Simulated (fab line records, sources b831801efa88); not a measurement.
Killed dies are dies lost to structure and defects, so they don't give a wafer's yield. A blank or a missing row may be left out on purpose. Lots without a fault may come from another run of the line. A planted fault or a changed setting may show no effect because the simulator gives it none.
One fault seen from 2 desks | flow sky130 | each desk has only its own numbers; what lay behind them comes last

THE TOOL OWNER'S DESK: litho_track-04
The tool's own readings at SKY_LDD_LDN_SOFTBAKE_03 (time 60 s): means of the sampled wafers that have a number, for each lot that ran on this tool. A lot is out of limits, marked OUT, if its mean lies more than 4 standard deviations from the usual mean; the brackets give that distance.
Columns: A = heater_power_total_W at SKY_LDD_LDN_SOFTBAKE_03, usual 56.58 W; B = plate_temp_C at SKY_LDD_LDN_SOFTBAKE_03, usual 90.02 C; C = resist_line_temp_C at SKY_LDD_LDN_SOFTBAKE_03, usual 22.99 C
lot  | first seen here | A               | B                | C
L620 | day 23 05:51    | 56.60           | 89.99            | 23.00
L627 | day 25 15:48    | 56.63           | 90.02            | 23.07
L629 | day 26 03:51    | 55.67 (-19) OUT | 88.99 (-8.6) OUT | 22.91
L630 | day 26 10:23    | 55.67 (-19) OUT | 88.98 (-8.7) OUT | 22.98
L638 | day 28 23:09    | 56.51           | 89.99            | 23.02
L641 | day 29 21:47    | 56.56           | 90.21            | 22.85
This desk's finding: out of limits on L629, L630; first on L629, day 26 03:51 (heater_power_total_W at SKY_LDD_LDN_SOFTBAKE_03). In limits: L620, L627, L638, L641.

THE METROLOGY DESK
What the gauges read, lot by lot, whatever tool the lot ran on: means of the sampled wafers that have a number. A lot is out of limits, marked OUT, if its mean lies more than 4 standard deviations from the usual mean; the brackets give that distance.
Columns: A = LDD_HVP_OVL at SKY_LDD_HVP_OVL_MEAS_07, usual -0.6 nm
lot  | first seen here | A
L619 | day 22 00:23    | 1.3
L620 | day 22 14:48    | -0.7
L621 | day 22 14:56    | 0.6
L623 | day 23 04:39    | -0.5
L627 | day 25 01:23    | -1.2
L628 | day 25 04:53    | -0.4
L629 | day 25 12:47    | -2.4
L630 | day 25 20:17    | 1.3
L637 | day 27 21:17    | -1.7
L638 | day 28 08:59    | -0.4
L639 | day 28 17:41    | -0.4
L640 | day 29 00:17    | 2.0
L641 | day 29 07:15    | -1.0
This desk's finding: nothing out of limits on any of the 13 lots.

PUT TOGETHER
The tool owner's desk could have raised an alarm at day 26 03:51, on L629, L630.
The metrology desk saw nothing out of limits.
The metrology desk has L629, L630 on record, within its limits.
Of the lots named, all ran SKY_LDD_LDN_SOFTBAKE_03 on litho_track-04.

WHAT THE SIMULATOR HAD PUT IN
Process parameter drift: litho_track-04, from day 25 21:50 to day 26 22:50, at SKY_LDD_LDN_SOFTBAKE_03. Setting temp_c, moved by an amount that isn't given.
Lots struck among those shown: L629, L630.
Hours from the fault's start to each desk's first reading out of limits: the tool owner's desk, 6.
